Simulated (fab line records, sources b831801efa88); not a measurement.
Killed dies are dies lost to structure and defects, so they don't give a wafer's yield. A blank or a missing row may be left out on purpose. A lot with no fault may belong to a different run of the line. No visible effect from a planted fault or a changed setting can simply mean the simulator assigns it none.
Code-filled problem report in 8D (eight disciplines) form :: flow gf180mcu :: the parts of the form that need people (team, actions taken, sign-off) are left out

## 1. THE ISSUE
Wafers without a fault read 56.59 W, standard deviation 0.045; heater-power-total-W at GF_VT_IMPLANT_SOFTBAKE_03 reads a mean of 60.35 W on 3 wafers belonging to 3 lots. That is +83 standard deviations from the usual mean.
The step: time 60 s.
The first sign was on wafer L108.4 at day 8 19:35, on litho-track-01. At this step, 42 wafers from 15 lots have a number in the record. Rule for "out", or "out of limits": more than 4 standard deviations from the usual mean. The other wafers with a number count as sound.

## 2. WHAT IT IS, WHAT IT ISN'T
question: which readings at this step
is: heater-power-total-W, run-length-s
is not: -

question: which lots
is: L108, L109, L110
is not: L100, L101, L112, L113, L114, L117, L994, L995, L996, L997, L998, L999

question: which wafers of those lots
is: L108.4, L109.5, L110.5
is not: L108.1, L109.2, L110.1

question: read on which tools
is: litho-track-01
is not: litho-track-02, litho-track-03

question: when
is: from day 8 19:35
is not: up to then (25 sound wafers); but 14 sound wafers of L109, L110, L112, L113, L114, L117 came after

## 3. WHAT RULES OUT EACH SUSPECT
Counting: if a tool at a process step up to the reading ran every lot that is out, it stays a suspect. Sound lots after the first of them don't rule it out here, since some wafers of a struck lot are sound.
- litho-track-01 at GF_VT_IMPLANT_SOFTBAKE_03 (time 60 s): kept. It processed each lot that is out (first: L108, day 8 19:35); up to then, its last sound lot is L997 (day 6 03:44). Its own heater-power-total-W, run-length-s readings are out on those wafers.
After counting, what remains is litho-track-01 at GF_VT_IMPLANT_SOFTBAKE_03.

## 4. THE CAUSE (what the simulator had put in)
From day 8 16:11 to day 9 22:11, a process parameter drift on litho-track-01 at GF_VT_IMPLANT_SOFTBAKE_03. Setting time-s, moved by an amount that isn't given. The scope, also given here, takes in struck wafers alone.
Only this tool survived the counting.

## 5. THE EFFECT CHAIN, in route order
Rows list readings where the struck wafers' mean (over those with a number) sits beyond 3 standard deviations from the usual. Only readings for which the record gives a usual standard deviation are gone through. hours: the time from each lot's start at the first step in this table that gives one to its start at this step, as a median over the lots. sigmas: the change in usual standard deviations.
hours: 0
step: GF_VT_IMPLANT_SOFTBAKE_03
reading: heater-power-total-W
usual: 56.59 W
on struck wafers: 60.35
change: +3.76
sigmas: +83

hours: 0
step: GF_VT_IMPLANT_SOFTBAKE_03
reading: run-length-s
usual: 89.14 s
on struck wafers: 79.25
change: -9.89
sigmas: -38
Process steps it contains:
- GF_VT_IMPLANT_SOFTBAKE_03: time 60 s.
Later steps that measure or inspect, where all struck wafers having a row at the step show a number for every such reading and not one has moved that far: GF_HV_LDD_OVL_MEAS_08, GF_V1_THK_MEAS_03, GF_V1_BOW_MEAS_05.

## 6. WHAT WOULD HAVE CAUGHT IT SOONER
The fault began at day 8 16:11; the first out-of-limits reading in this record came at day 8 19:35, 3 hours later.
